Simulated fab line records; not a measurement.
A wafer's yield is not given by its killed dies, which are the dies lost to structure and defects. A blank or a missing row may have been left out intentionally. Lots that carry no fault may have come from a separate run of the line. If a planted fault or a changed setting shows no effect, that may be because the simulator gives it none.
One fault seen from 2 desks | flow sfq-line | numbers are kept per desk, each desk with only its own; the story behind them comes last

## DESK OF THE TOOL OWNER: rie-metal-01
The tool's own readings at SFQ_TRILAYER_M0_ETCH_METAL_ETCH_024 (etches Nb in Cl2/Ar, stops on SiO2, target depth 240 nm, time 120 s): means of the sampled wafers that have a number, for each lot that ran on this tool. Any lot whose mean is over 4 standard deviations away from the usual mean is out of limits and marked OUT; that distance is given in the brackets.
Columns: A = drypump-motor-current-A at SFQ_TRILAYER_M0_ETCH_METAL_ETCH_024, usual 5.6 A; B = oes-product-au at SFQ_TRILAYER_M0_ETCH_METAL_ETCH_024, usual 0.892 a.u.; C = run-length-s at SFQ_TRILAYER_M0_ETCH_METAL_ETCH_024, usual 147.9 s
lot  | first seen here | A   | B                | C
L641 | day 8 15:21     | 5.4 | 0.894            | 148.1
L644 | day 9 02:09     | 5.6 | 0.888            | 148.0
L650 | day 9 23:51     | 5.5 | 0.888            | 148.0
L654 | day 11 04:26    | 5.4 | 0.938 (+6.7) OUT | 139.3 (-23) OUT
L657 | day 12 08:47    | 5.7 | 0.948 (+8.1) OUT | 134.5 (-35) OUT
L658 | day 12 11:14    | 5.3 | 0.951 (+8.5) OUT | 135.1 (-34) OUT
This desk's finding: out of limits on L654, L657, L658; first on L654, day 11 04:26 (oes-product-au at SFQ_TRILAYER_M0_ETCH_METAL_ETCH_024). Within limits: L641, L644, L650.

## AT THE METROLOGY DESK
What the gauges read for every lot (on any tool): the sampled wafers with a number, averaged. Any lot whose mean is over 4 standard deviations away from the usual mean is out of limits and marked OUT; that distance is given in the brackets.
Columns: A = I1_OVL at SFQ_I1_OVL_MEAS_913, usual -5 nm
lot  | first seen here | A
L640 | day 20 16:33    | -8
L641 | day 21 00:53    | -7
L642 | day 21 10:29    | -1
L643 | day 21 15:17    | -3
L644 | day 21 22:36    | 6
L646 | day 26 02:48    | -4
L647 | day 26 08:55    | -9
L648 | day 26 19:49    | -5
L649 | day 27 06:38    | -9
L650 | day 27 09:01    | -12
L654 | day 28 16:28    | -5
L657 | day 29 22:02    | -12
L658 | day 30 02:50    | -6
L662 | day 31 00:25    | -0
L663 | day 31 02:50    | -12
Result from this desk: across the 15 lots, nothing is out of limits.

## ALL TOGETHER
At day 11 04:26, on L654, L657, L658, the tool owner's desk was in a position to raise an alarm.
The metrology desk saw nothing out of limits.
The metrology desk has L654, L657, L658 on record, within its limits.
Of the lots named, all ran SFQ_TRILAYER_M0_ETCH_METAL_ETCH_024 on rie-metal-01.

## WHAT THE SIMULATOR PUT IN
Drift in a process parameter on rie-metal-01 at SFQ_TRILAYER_M0_ETCH_METAL_ETCH_024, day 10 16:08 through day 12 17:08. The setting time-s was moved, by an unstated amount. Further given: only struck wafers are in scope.
Shown lots that were struck: L654, L657, L658.
Hours from the fault's start to each desk's first reading out of limits: the tool owner's desk, 12.
